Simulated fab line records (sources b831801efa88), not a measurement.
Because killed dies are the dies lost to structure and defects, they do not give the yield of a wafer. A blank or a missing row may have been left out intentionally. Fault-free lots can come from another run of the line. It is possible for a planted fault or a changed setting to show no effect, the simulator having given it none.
Which of the tools did it? ; flow sky130 ; 15 lots, 45 wafers sampled, at 6 steps of a route of 708

## WHAT THE GAUGES SHOWED, per wafer
SKY_NWELL_OVL_MEAS_23.
lot;measured;on;NWELL_01_OVL (nm)
L689;day 6 17:08;overlay-01;0.9 -0.5 0.5
L690;day 6 18:26;overlay-01;-1.2 -2.9 -2.8
L691;day 6 19:20;overlay-01;1.4 1.6 3.9
L695;day 7 06:41;overlay-02;-4.5 -0.6 -2.8
L694;day 7 07:32;overlay-02;-1.6 -0.4 -0.9
L693;day 7 08:00;overlay-02;-2.2 -1.6 -0.9
L696;day 7 14:45;overlay-02;1.2 0.6 0.5
L699;day 8 06:05;overlay-01;3.3 2.0 3.8
L701;day 8 20:59;overlay-01;1.6 0.4 2.1
L702;day 9 03:40;overlay-01;1.3 -1.2 -0.4
L703;day 9 11:26;overlay-01;3.2 1.5 1.4
L706;day 10 03:44;overlay-02;0.4 0.1 1.0
L707;day 10 15:14;overlay-01;1.8 2.0 1.8
L708;day 11 01:20;overlay-01;0.9 2.0 1.6
L709;day 11 03:29;overlay-02;-0.9 0.9 0.4

SKY_VT_ADJUST_PCH_TW_MEAS_10.
lot;measured;on;VT_ADJUST_PCH_TW
L689;day 12 02:28;film metro-04;142.5 142.1 142.2
L690;day 12 02:46;film metro-02;144.6 143.6 144.3
L691;day 12 05:31;film metro-01;142.3 142.0 141.0
L695;day 12 20:55;film metro-01;142.1 142.8 142.7
L694;day 12 22:12;film metro-04;142.0 141.7 142.8
L693;day 12 23:32;film metro-02;144.2 144.8 144.6
L696;day 13 07:10;film metro-01;141.5 141.5 141.2
L699;day 14 01:46;film metro-04;142.0 141.9 142.5
L701;day 14 22:08;film metro-04;29.9 30.0 29.9
L702;day 15 07:28;film metro-01;29.9 29.8 29.9
L703;day 15 15:07;film metro-01;30.0 29.8 29.8
L706;day 16 13:16;film metro-04;142.9 142.8 142.4
L707;day 17 05:01;film metro-01;141.8 141.3 141.7
L708;day 17 14:31;film metro-02;143.9 144.3 145.2
L709;day 17 17:22;film metro-01;141.7 141.6 141.8

SKY_SONOS_TUNNEL_OVL_MEAS_08.
lot;measured;on;SONOS_TUNNEL_OVL (nm)
L689;day 13 03:20;overlay-02;-1.7 -2.6 -2.2
L690;day 13 03:38;overlay-02;-0.7 -2.6 -1.2
L691;day 13 06:55;overlay-02;-2.4 -0.4 -3.2
L695;day 13 21:34;overlay-02;-2.3 -2.6 -2.5
L694;day 13 22:59;overlay-02;-2.3 -2.1 -2.0
L693;day 14 00:54;overlay-02;-2.6 -1.7 -1.1
L696;day 14 08:30;overlay-02;0.3 -0.1 -1.3
L699;day 15 03:29;overlay-02;-1.6 -0.9 -1.5
L701;day 16 01:07;overlay-02;0.0 -0.3 0.8
L702;day 16 10:27;overlay-01;-0.3 -1.4 -1.1
L703;day 16 18:56;overlay-01;-1.0 0.5 -0.7
L706;day 17 17:23;overlay-02;-1.8 -0.8 -1.2
L707;day 18 10:14;overlay-02;-1.8 -2.7 -1.2
L708;day 18 20:38;overlay-02;-0.4 -0.2 0.2
L709;day 19 00:23;overlay-01;1.0 0.8 0.7

## EACH LOT AND THE TOOL THAT RAN IT (in order: tool; ch and the chambers of the sampled wafers; start)
lot;SKY_NWELL_RTA_28;SKY_VT_ADJUST_HVTR_STRIP_10;SKY_VT_ADJUST_PCH_STRIP_09
L689;rtp anneal-01 ch 0, day 6 17:33;plasma asher-03 ch 0,1, day 11 02:14;plasma asher-01 ch 0,1, day 12 02:21
L690;rtp anneal-02 ch 0, day 6 18:50;plasma asher-01 ch 0,1, day 11 02:32;plasma asher-04 ch 0,1, day 12 02:40
L691;rtp anneal-01 ch 0, day 6 19:44;plasma asher-01 ch 0,1, day 11 05:37;plasma asher-01 ch 0,1, day 12 05:24
L695;rtp anneal-02 ch 0, day 7 07:05;plasma asher-01 ch 0,1, day 11 20:20;plasma asher-01 ch 0,1, day 12 20:48
L694;rtp anneal-01 ch 0, day 7 07:55;plasma asher-03 ch 0,1, day 11 21:01;plasma asher-02 ch 0,1, day 12 22:06
L693;rtp anneal-02 ch 0, day 7 08:25;plasma asher-01 ch 0,1, day 11 22:49;plasma asher-04 ch 0,1, day 12 23:28
L696;rtp anneal-01 ch 0, day 7 15:10;plasma asher-02 ch 0,1, day 12 05:19;plasma asher-04 ch 0,1, day 13 07:05
L699;rtp anneal-01 ch 0, day 8 06:30;plasma asher-02 ch 0,1, day 12 23:56;plasma asher-04 ch 0,1, day 14 01:39
L701;rtp anneal-02 ch 0, day 8 21:24;plasma asher-01 ch 0,1, day 13 19:43;plasma asher-02 ch 0,1, day 14 22:03
L702;rtp anneal-01 ch 0, day 9 04:04;plasma asher-01 ch 0,1, day 14 04:23;plasma asher-02 ch 0,1, day 15 07:22
L703;rtp anneal-01 ch 0, day 9 11:49;plasma asher-03 ch 0,1, day 14 12:04;plasma asher-02 ch 0,1, day 15 15:01
L706;rtp anneal-02 ch 0, day 10 04:08;plasma asher-02 ch 0,1, day 15 09:53;plasma asher-02 ch 0,1, day 16 13:10
L707;rtp anneal-01 ch 0, day 10 15:39;plasma asher-03 ch 0,1, day 16 00:02;plasma asher-01 ch 0,1, day 17 04:55
L708;rtp anneal-02 ch 0, day 11 01:44;plasma asher-01 ch 0, day 16 10:14;plasma asher-01 ch 0,1, day 17 14:24
L709;rtp anneal-01 ch 0, day 11 03:53;plasma asher-01 ch 0,1, day 16 13:35;plasma asher-02 ch 0,1, day 17 17:16
- SKY_NWELL_RTA_28: time 30 s.
- SKY_VT_ADJUST_HVTR_STRIP_10: strips in O2/N2.
- SKY_VT_ADJUST_PCH_STRIP_09: strips in O2/N2.

## AS READ BY THE TOOLS THEMSELVES (means over the sampled wafers that have a number; for cases with no such wafer, the mark the record gives instead)
SKY_NWELL_RTA_28.
lot;tool;lamp power pct (%);wafer_temp_C_max
L689;rtp anneal-01;25.29;1055.7
L690;rtp anneal-02;25.29;1054.4
L691;rtp anneal-01;25.30;1054.8
L695;rtp anneal-02;25.26;1054.3
L694;rtp anneal-01;25.37;1054.3
L693;rtp anneal-02;25.26;1054.7
L696;rtp anneal-01;25.27;1054.8
L699;rtp anneal-01;25.32;1054.6
L701;rtp anneal-02;25.35;1054.7
L702;rtp anneal-01;25.32;1054.4
L703;rtp anneal-01;25.23;1055.1
L706;rtp anneal-02;25.35;1055.7
L707;rtp anneal-01;25.27;1055.4
L708;rtp anneal-02;25.28;1055.0
L709;rtp anneal-01;25.33;1055.2

SKY_VT_ADJUST_HVTR_STRIP_10.
lot;tool;chamber pressure mTorr (mTorr);drypump motor current A (A);n2 flow sccm (sccm);oes product au (a.u.);strip time to endpoint s (s)
L689;plasma asher-03;1499.6;5.70;301.0;0.716;14.30
L690;plasma asher-01;1500.8;5.51;299.9;0.716;14.35
L691;plasma asher-01;1500.6;5.51;300.0;0.716;14.29
L695;plasma asher-01;1500.0;5.32;300.2;0.719;14.30
L694;plasma asher-03;1500.6;5.65;299.5;0.717;14.40
L693;plasma asher-01;1499.4;5.51;300.5;0.716;14.31
L696;plasma asher-02;1500.4;5.66;299.9;0.722;14.32
L699;plasma asher-02;1500.7;5.75;299.5;0.715;14.33
L701;plasma asher-01;-;-;-;-;-
L702;plasma asher-01;-;-;-;-;-
L703;plasma asher-03;-;-;-;-;-
L706;plasma asher-02;1500.1;5.75;299.6;0.716;14.34
L707;plasma asher-03;1499.7;5.72;300.2;0.716;14.40
L708;plasma asher-01;1498.8;5.70;300.3;0.715;14.32
L709;plasma asher-01;1499.0;5.52;300.5;0.715;14.30

SKY_VT_ADJUST_PCH_STRIP_09.
lot;tool;chamber pressure mTorr (mTorr);drypump motor current A (A);n2 flow sccm (sccm);oes product au (a.u.);strip time to endpoint s (s)
L689;plasma asher-01;1500.3;5.5;299.4;0.719;37.12
L690;plasma asher-04;1498.3;6.0;300.3;0.725;36.95
L691;plasma asher-01;1498.2;5.5;299.9;0.727;36.93
L695;plasma asher-01;1499.9;5.5;300.4;0.721;36.85
L694;plasma asher-02;1500.5;5.7;299.9;0.717;37.07
L693;plasma asher-04;1500.4;5.9;298.9;0.724;36.99
L696;plasma asher-04;1499.6;6.0;300.3;0.721;37.10
L699;plasma asher-04;1499.2;5.9;300.8;0.723;37.01
L701;plasma asher-02;1500.7;5.7;298.9;0.726;54.09
L702;plasma asher-02;1500.8;5.7;301.0;0.729;54.04
L703;plasma asher-02;1499.0;5.6;298.3;0.724;53.95
L706;plasma asher-02;1501.0;5.6;299.7;0.722;36.79
L707;plasma asher-01;1500.5;5.5;299.0;0.721;36.87
L708;plasma asher-01;1501.2;5.3;299.9;0.723;36.93
L709;plasma asher-02;1500.5;5.8;300.1;0.727;36.94

## THE ANSWER, worked out from the rows above alone
Rule: the lots themselves supply what counts as usual. Put in order of their means at a reading, lots are off if they are a third of the lots or fewer, leave a main group of 4 or more, and stand apart from it by a gap of 3 or more times the standard deviation of the main group's means; of several such gaps the widest counts. The tables above print the reading to a certain number of digits; a main group whose means all agree to those digits is not used. A lot without any number at a reading at which 4 lots or more have one is off too. All remaining lots with rows at the step are treated as sound. The gauges are gone through in route order, then the tools' own readings, and for those a lot's mean is taken as printed above. At the first step where some lot is off, the reading lying furthest off is the one used; lots without a number count as furthest.
Off: L701, L702, L703, seen at SKY_VT_ADJUST_PCH_TW_MEAS_10 (VT_ADJUST_PCH_TW). The main group: mean 142.6, standard deviation 1.1.
A tool fits if, at a process step before that reading, it ran every lot that is off, and no sound lot after the first of them. The gauges at SKY_VT_ADJUST_PCH_TW_MEAS_10 aren't tried: what is off there is off at SKY_VT_ADJUST_HVTR_STRIP_10 too, on other tools, and a gauge's error can't cause that. None of those tried fits.

## WHAT WAS PUT IN BY THE SIMULATOR
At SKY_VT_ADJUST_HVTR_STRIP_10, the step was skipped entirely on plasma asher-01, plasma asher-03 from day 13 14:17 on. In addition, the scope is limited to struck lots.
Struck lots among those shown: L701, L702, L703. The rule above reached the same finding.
